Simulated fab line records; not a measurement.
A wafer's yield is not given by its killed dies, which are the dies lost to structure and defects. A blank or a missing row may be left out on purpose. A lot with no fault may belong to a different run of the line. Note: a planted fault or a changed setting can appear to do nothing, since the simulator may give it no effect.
A single fault, viewed from 2 desks :: flow gf180mcu :: numbers are kept per desk, each desk with only its own; the story behind them comes last

== FROM THE METROLOGY DESK ==
Means of the sampled wafers that have a number, per lot and without regard to the tool the lot ran on: this is what the gauges read. The brackets show how far a lot's mean lies from the usual mean; more than 4 standard deviations puts the lot out of limits, marked OUT.
Columns: A = M4_ALCU_RS at GF_M4_RS_MEAS_05, usual 0.0696 ohm/sq; B = V4_W_RS at GF_V4_RS_MEAS_24, usual 0.330 ohm/sq; C = V4_W_THK at GF_V4_THK_MEAS_25, usual 345 nm
lot: L132
first seen here: day 22 14:08
A: 0.0696
B: 0.324
C: 348

lot: L133
first seen here: day 23 02:01
A: 0.0698
B: 0.329
C: 346

lot: L136
first seen here: day 23 19:43
A: 0.0688
B: 0.328
C: 353

lot: L137
first seen here: day 24 05:37
A: 0.0700
B: 0.334
C: 342

lot: L139
first seen here: day 25 00:33
A: 0.0689
B: 0.324
C: 349

lot: L141
first seen here: day 25 18:44
A: 0.0683
B: 0.331
C: 340

lot: L142
first seen here: day 26 04:56
A: 0.0693
B: 0.335
C: 344

lot: L147
first seen here: day 27 11:19
A: 0.0691
B: 0.266 (-15) OUT
C: 430 (+17) OUT

lot: L148
first seen here: day 27 22:02
A: 0.0709
B: 0.271 (-14) OUT
C: 414 (+14) OUT

lot: L151
first seen here: day 28 16:59
A: 0.0711
B: 0.269 (-15) OUT
C: 423 (+16) OUT

lot: L153
first seen here: day 29 09:12
A: 0.0689
B: 0.332
C: 347
This desk finds L147, L148, L151 out of limits, with the earliest case on L147 at day 29 04:55 (V4_W_RS at GF_V4_RS_MEAS_24). L132, L133, L136, L137, L139, L141, L142, L153: within limits.

== AT THE TOOL OWNER'S DESK: cvdW-02 ==
The tool's own readings at GF_V4_CVD_23 (deposits W, target thk 350 nm, time 104.9 s): means of the sampled wafers that have a number, for each lot that ran on this tool. The brackets show how far a lot's mean lies from the usual mean; more than 4 standard deviations puts the lot out of limits, marked OUT.
Columns: A = chamberPressureTorr at GF_V4_CVD_23, usual 40.01 Torr; B = heaterPowerW at GF_V4_CVD_23, usual 864 W
lot: L137
first seen here: day 26 02:24
A: 40.06
B: 857

lot: L141
first seen here: day 27 14:26
A: 39.98
B: 869

lot: L142
first seen here: day 28 00:19
A: 39.93
B: 824

lot: L147
first seen here: day 29 04:49
A: 60.23 (+99 or more) OUT
B: 841

lot: L148
first seen here: day 29 15:40
A: 60.30 (+99 or more) OUT
B: 860

lot: L151
first seen here: day 30 09:26
A: 60.17 (+99 or more) OUT
B: 850
This desk finds L147, L148, L151 out of limits, L147 being first, at day 29 04:49 (chamberPressureTorr at GF_V4_CVD_23). L137, L141, L142: within limits.

== BROUGHT TOGETHER ==
On L147, L148, L151, at day 29 04:49, an alarm was possible from the tool owner's desk.
On L147, L148, L151, the metrology desk was in a position to raise an alarm at day 29 04:55.
GF_V4_CVD_23 was run on cvdW-02 by each of the lots named.

== WHAT THE SIMULATOR HAD PUT IN ==
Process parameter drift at GF_V4_CVD_23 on cvdW-02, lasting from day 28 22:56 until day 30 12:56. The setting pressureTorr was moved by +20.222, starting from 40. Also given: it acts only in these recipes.
Struck lots among those shown: L147, L148, L151.
Hours from the fault's start to each desk's first reading out of limits: the tool owner's desk, 6; the metrology desk, 6.
